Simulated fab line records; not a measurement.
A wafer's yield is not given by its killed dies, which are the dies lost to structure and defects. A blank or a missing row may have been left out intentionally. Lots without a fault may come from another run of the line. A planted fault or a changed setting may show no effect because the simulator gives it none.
Comparing a struck lot with a sound one + flow sky130 + 15 steps out of a route of 708
Sound: wafers L328.1, L328.3, L328.4. The struck wafers were L322.1, L322.5, L322.6. The cause is named last.
Each step with rows lists, per side, the tool, then ch with its chambers, then its first start. Under that, the readings that differ: sound wafers + struck wafers + difference of the means + sigmas: that difference in standard deviations of wafers without a fault.
alike: readings whose means differ by less than 2 such deviations, and words and numbers that are the same on both sides. not compared: withheld readings, readings that some wafer has no value for, bounds like >300 that may hide the same value, and numbers for which the record gives no deviation and whose values overlap.
A row with sigmas, a row that says differs or no value, or rows on one side alone: a step with any of these is where the two part. When numbers do not overlap yet have no deviation, they are printed without sigmas and do not part them. A reading missing from all wafers of one side parts the sides only when that side holds two or more wafers.

first, 3 steps without rows for these wafers: SKY_METAL1_EXPOSE_12 (exposes mask MM1, target cd 140 nm); SKY_METAL1_PEB_13; SKY_METAL1_DEVELOP_14 (develop time 60 s).
SKY_METAL1_CD_MEAS_15: the cd target is 140 nm.
  struck on cd-sem-02, day 37 15:56; sound on cd-sem-01, day 39 13:55
  alike: cd-nm
SKY_METAL1_OVL_MEAS_16:
  struck on overlay-02, day 37 16:03; sound on overlay-02, day 39 14:02
  alike: METAL1_OVL
SKY_METAL1_DESCUM_17: chemistry O2, time 8 s.
  sound on rie-metal-01 ch 0,1, day 39 14:04; struck on rie-metal-01 ch 1, day 37 16:05
  alike: drypump-motor-current-A, oes-product-au
  not compared: rf-hours-counter-h
SKY_METAL1_ETCH_18: etches BARC in N2/H2, stops on SiO2, time 45.9 s, target depth 60 nm.
  sound on rie-metal-01 ch 0,1, day 39 14:06; struck on rie-metal-01 ch 1, day 37 16:09
| reading               | sound             | struck            | difference | sigmas |
|-----------------------|-------------------|-------------------|------------|--------|
| oes-product-au (a.u.) | 0.849 0.851 0.853 | 0.855 0.862 0.867 | +0.010     | +2     |
  alike: drypump-motor-current-A, throttle-valve-pct
  not compared: rf-hours-counter-h
SKY_METAL1_METAL_ETCH_19: etches the open film in Cl2/BCl3, stops on SiO2, target depth 360 nm, time 78 s.
  sound on rie-metal-01 ch 0,1, day 39 14:10; struck on rie-metal-01 ch 1, day 37 16:17
  alike: drypump-motor-current-A, oes-product-au, throttle-valve-pct
  not compared: rf-hours-counter-h
SKY_METAL1_STRIP_20: strips in O2/N2.
  sound on plasma-asher-02 ch 0,1, day 39 14:15; struck on plasma-asher-03 ch 0,1, day 37 16:28
  alike: drypump-motor-current-A, o2-flow-sccm, oes-product-au, strip-time-to-endpoint-s
  not compared: rf-hours-counter-h
then, 3 steps without rows for these wafers: SKY_METAL1_STRIP_21 (strips in post etch residue remover, time 1200 s); SKY_METAL1_CLEAN_22 (cleans in IPA, time 180 s); SKY_METAL1_CLEAN_23 (cleans in O3/DIW).
SKY_VIA1_HDPCVD_00: deposits SiO2, target thk 1030 nm, time 171.7 s.
  sound on hdpcvd-01 ch 0,2, day 39 14:51; struck on hdpcvd-02 ch 0,1,2, day 37 17:03
| reading                                  | sound          | struck         | difference | sigmas |
|------------------------------------------|----------------|----------------|------------|--------|
| model.SiO2_of_VIA1_HDPCVD_00.thk-nm (nm) | 1035 1035 1043 | 1816 1784 1816 | +768       |        |
SKY_VIA1_THK_MEAS_01:
  struck on film-metro-03, day 37 17:10; sound on film-metro-02, day 39 14:58
| reading              | sound          | struck         | difference | sigmas |
|----------------------|----------------|----------------|------------|--------|
| VIA1_HDPCVD_THK (nm) | 1034 1035 1043 | 1816 1784 1817 | +768       | +64    |
SKY_VIA1_CMP_02: polishes SiO2.
  sound on cmp-01 ch 0,1,2, day 39 15:01; struck on cmp-01 ch 0,1, day 37 17:16
  alike: head-pressure-psi, motor-current-A, slurry-filter-dp-kPa

== WHERE THEY PART ==
Last at SKY_VIA1_THK_MEAS_01 as far as this record goes, first at SKY_METAL1_ETCH_18. Later steps at which nothing parts them and some readings are alike: SKY_VIA1_CMP_02.

WHY: what the simulator had put in
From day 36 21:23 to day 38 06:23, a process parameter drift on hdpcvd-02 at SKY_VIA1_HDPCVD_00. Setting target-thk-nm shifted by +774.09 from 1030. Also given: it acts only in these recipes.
